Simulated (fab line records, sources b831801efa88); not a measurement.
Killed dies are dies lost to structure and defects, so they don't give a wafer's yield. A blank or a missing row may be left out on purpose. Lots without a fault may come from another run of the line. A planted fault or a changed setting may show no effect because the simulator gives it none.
A struck lot beside a sound one | flow sky130 | 36 steps out of a route of 708
Sound: wafers L279.2, L279.4, L279.5. Struck: wafers L269.3, L269.5. (L269.4 of the same lot was not struck and is left out.) The cause comes at the end.
At each step with rows: each side's tool, then ch and its chambers, then its first start. Under that, the readings that differ: sound wafers | struck wafers | difference of the means | sigmas: that difference in standard deviations of wafers without a fault.
alike: readings whose means differ by less than 2 such deviations, and words and numbers that are the same on both sides. not compared: withheld readings, readings that some wafer has no value for, bounds like >300 that may hide the same value, and numbers for which the record gives no deviation and whose values overlap.
The two part at a step that has a row with sigmas, a row that says differs or no value, or rows on one side only. Numbers that don't overlap but have no deviation are shown without sigmas and don't part them. A reading that every wafer of one side lacks parts them only if that side has two wafers or more.

first, 9 steps without rows for these wafers: SKY_CAP2M_SPUTTER_02 (material TiN, target thk 200 nm, time 166.7 s); SKY_CAP2M_DEHYDRATE_05 (time 60 s); SKY_CAP2M_HMDS_06 (prime time 60 s); SKY_CAP2M_COAT_07 (resist thk 1140 nm); SKY_CAP2M_SOFTBAKE_08 (time 60 s); SKY_CAP2M_EXPOSE_09 (exposes mask CAP2M, target cd 1000 nm); SKY_CAP2M_PEB_10; SKY_CAP2M_DEVELOP_11 (develop time 60 s); SKY_CAP2M_METAL_ETCH_13 (etches TiN in Cl2/BCl3, stops on SiO2, target depth 220 nm, time 62.9 s).
SKY_CAP2M_STRIP_14: strips in O2/N2.
  sound on plasma_asher-04 ch 0,1, day 46 21:45; struck on plasma_asher-04 ch 1, day 44 17:16
  alike: drypump_motor_current_A, oes_product_au, strip_time_to_endpoint_s
  not compared: rf_hours_counter_h
then, 25 steps without rows for these wafers: SKY_CAP2M_STRIP_15 (strips in post etch residue remover, time 1200 s); SKY_CAP2M_CLEAN_16 (cleans in IPA, time 180 s); SKY_CAP2M_CLEAN_17 (cleans in O3/DIW); SKY_METAL4_DEHYDRATE_05 (time 60 s); SKY_METAL4_HMDS_06 (prime time 60 s); SKY_METAL4_COAT_07 (resist thk 60 nm); SKY_METAL4_COAT_08 (resist thk 1140 nm); SKY_METAL4_SOFTBAKE_09 (time 90 s); SKY_METAL4_EXPOSE_10 (exposes mask MM4, target cd 300 nm); SKY_METAL4_PEB_11; SKY_METAL4_DEVELOP_12 (develop time 60 s); SKY_METAL4_DESCUM_15 (chemistry O2, time 8 s); SKY_METAL4_ETCH_16 (etches BARC in N2/H2, stops on SiO2, time 88.2 s, target depth 60 nm); SKY_METAL4_ETCH_17 (etches SiO2 in C4F8/O2/Ar, stops on TiN, time 3.9 s, target depth 15 nm); SKY_METAL4_METAL_ETCH_18 (etches the open film in Cl2/BCl3, stops on SiO2, target depth 845 nm, time 183.1 s); SKY_METAL4_STRIP_19 (strips in O2/N2); SKY_METAL4_STRIP_20 (strips in post etch residue remover, time 1200 s); SKY_METAL4_CLEAN_21 (cleans in IPA, time 180 s); SKY_METAL4_CLEAN_22 (cleans in O3/DIW); SKY_VIA4_HDPCVD_00 (deposits SiO2, target thk 1750 nm, time 291.7 s); SKY_VIA4_CMP_02 (polishes SiO2); SKY_VIA4_DEHYDRATE_04 (time 60 s); SKY_VIA4_HMDS_05 (prime time 60 s); SKY_VIA4_COAT_06 (resist thk 1140 nm); SKY_VIA4_SOFTBAKE_07 (time 60 s).
-- the record jumps here: 4 days lie between the struck wafers' starts before and after (it left off in module VIA4 and takes up again in module PAD_OPEN, whose first step shown is number 708 of the route) --
SKY_PAD_OPEN_PROBE_99:
  sound on prober-01, day 50 22:05; struck on prober-02, day 49 04:46
  reading                               | sound               | struck      | difference | sigmas
  defect_limited_yield (%)              | 83.1 82.1 82.7      | 69.5 69.5   | -13.1      | -8
  killed_at_M4_up                       | 1 2 2               | 7 5         | +4         | +2
  killed_at_other                       | 0 1 0               | 66 64       | +65        | +99 or more
  killed_dies                           | 83 88 85            | 150 150     | +65        | +8
  sort_bin_3_pad_short (%)              | 0.6 0.6 1.0         | 3.0 3.7     | +2.6       | +6
  sort_bin_5_function (%)               | 10.6 10.2 8.7       | 19.7 18.5   | +9.3       | +7
  sort_n_pass                           | 409 404 407         | 342 342     | -65        | -8
  sort_yield_pct (%)                    | 83.1 82.1 82.7      | 69.5 69.5   | -13.1      | -8
  model.etest.tester.sort_n_pass        | 409 404 407         | 342 342     | -65        |
  model.etest.tester.sort_yield_pct (%) | 83.13 82.11 82.72   | 69.51 69.51 | -13.14     |
  model.etest.tester.sort_bin_5_pct (%) | 10.57 10.16 8.74    | 19.72 18.5  | +9.29      |
  model.etest.tester.sort_bin_3_pct (%) | 0.6098 0.6098 1.016 | 3.049 3.659 | +2.609     |
  alike: killed_at_M0_to_M3, killed_at_contacts, killed_at_front_end, killed_open, killed_short, sort_bin_6_memory

WHERE THEY PART
Only at SKY_PAD_OPEN_PROBE_99, within this record.

WHY: what the simulator had put in
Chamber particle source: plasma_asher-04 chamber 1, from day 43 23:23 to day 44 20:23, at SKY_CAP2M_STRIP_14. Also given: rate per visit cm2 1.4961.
